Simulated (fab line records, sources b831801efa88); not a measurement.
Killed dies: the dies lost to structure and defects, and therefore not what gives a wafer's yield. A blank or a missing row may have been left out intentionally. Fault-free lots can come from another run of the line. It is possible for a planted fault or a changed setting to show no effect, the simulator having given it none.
Struck lot and sound lot, side by side :: flow gf180mcu :: 14 out of 602 route steps
Sound: wafers L643.1, L643.4, L643.5. The struck wafers were L644.2, L644.3, L644.5. At the end, the cause is stated.
Each step with rows lists, per side, the tool, then ch with its chambers, then its first start. Under that, the readings that differ: sound wafers :: struck wafers :: difference of the means :: sigmas: that difference in standard deviations of wafers without a fault.
alike: same words and numbers on both sides, and readings whose means sit less than 2 such deviations apart. not compared: any withheld reading, any reading some wafer has no value for, any bound like >300 that may hide the same value, and any number with overlapping values for which the record gives no deviation.
The two part at a step that has a row with sigmas, a row that says differs or no value, or rows on one side only. Non-overlapping numbers with no deviation appear without sigmas and do not part them. A reading missing from all wafers of one side parts the sides only when that side holds two or more wafers.

first, 2 steps without rows for these wafers: GF_MIM_PEB_17; GF_MIM_DEVELOP_18 (develop time 60 s).
GF_MIM_METAL_ETCH_19: etches the open film in Cl2/BCl3, stops on Si3N4, target depth 324.5 nm, time 54.1 s.
  sound on rie-metal-04 ch 0,1, day 25 15:53; struck on rie-metal-01 ch 0,1, day 26 02:35
  alike: drypump-motor-current-A, oes-product-au, rf-fwd-power-W, throttle-valve-pct
  not compared: rf-hours-counter-h
GF_MIM_STRIP_20: strips in O2/N2.
  sound on plasma-asher-03 ch 1, day 25 15:57; struck on plasma-asher-03 ch 0,1, day 26 02:39
reading: oes-product-au (a.u.)
sound: 0.691 0.683 0.692
struck: 0.700 0.701 0.695
difference: +0.010
sigmas: +2
  alike: drypump-motor-current-A, heater-power-w, n2-flow-sccm, strip-time-to-endpoint-s
  not compared: rf-hours-counter-h
then, 8 steps without rows for these wafers: GF_MIM_STRIP_21 (strips in post etch residue remover, time 1200 s); GF_MIM_CLEAN_22 (cleans in DIW); GF_M5_DEHYDRATE_00 (time 60 s); GF_M5_HMDS_01 (prime time 60 s); GF_M5_COAT_02 (resist thk 1000 nm); GF_M5_SOFTBAKE_03 (time 60 s); GF_M5_EXPOSE_04 (exposes mask Metal5, target cd 280 nm); GF_M5_PEB_05 (peb time 90 s).
GF_M5_DEVELOP_06: develop time 60 s.
  sound on litho-track-03 ch 0, day 26 12:52; struck on litho-track-01, day 26 23:30
  no value came back on the struck wafers for chill-plate-temp-C (C), develop-time-s (s); on the sound wafers chill-plate-temp-C (C) reads 23.05 23.20 23.29
reading: model.KrF_of_M5_COAT_02.thk-nm (nm)
sound: 986.8 990.3 988.3
struck: 999.4 999.1 1001
difference: +11.4
sigmas: 
GF_M5_CD_MEAS_07: target cd 280 nm.
  sound: cd-sem-01 at day 26 13:01; struck: cd-sem-02 at day 26 23:39
reading: cd-nm (nm)
sound: 281.3 280.5 280.5
struck: - - -
difference: no value on the struck wafers
sigmas: 

## WHERE THEY PART
Earliest at GF_MIM_STRIP_20; latest, in this record, at GF_M5_CD_MEAS_07.

WHY: whatever the simulator had introduced
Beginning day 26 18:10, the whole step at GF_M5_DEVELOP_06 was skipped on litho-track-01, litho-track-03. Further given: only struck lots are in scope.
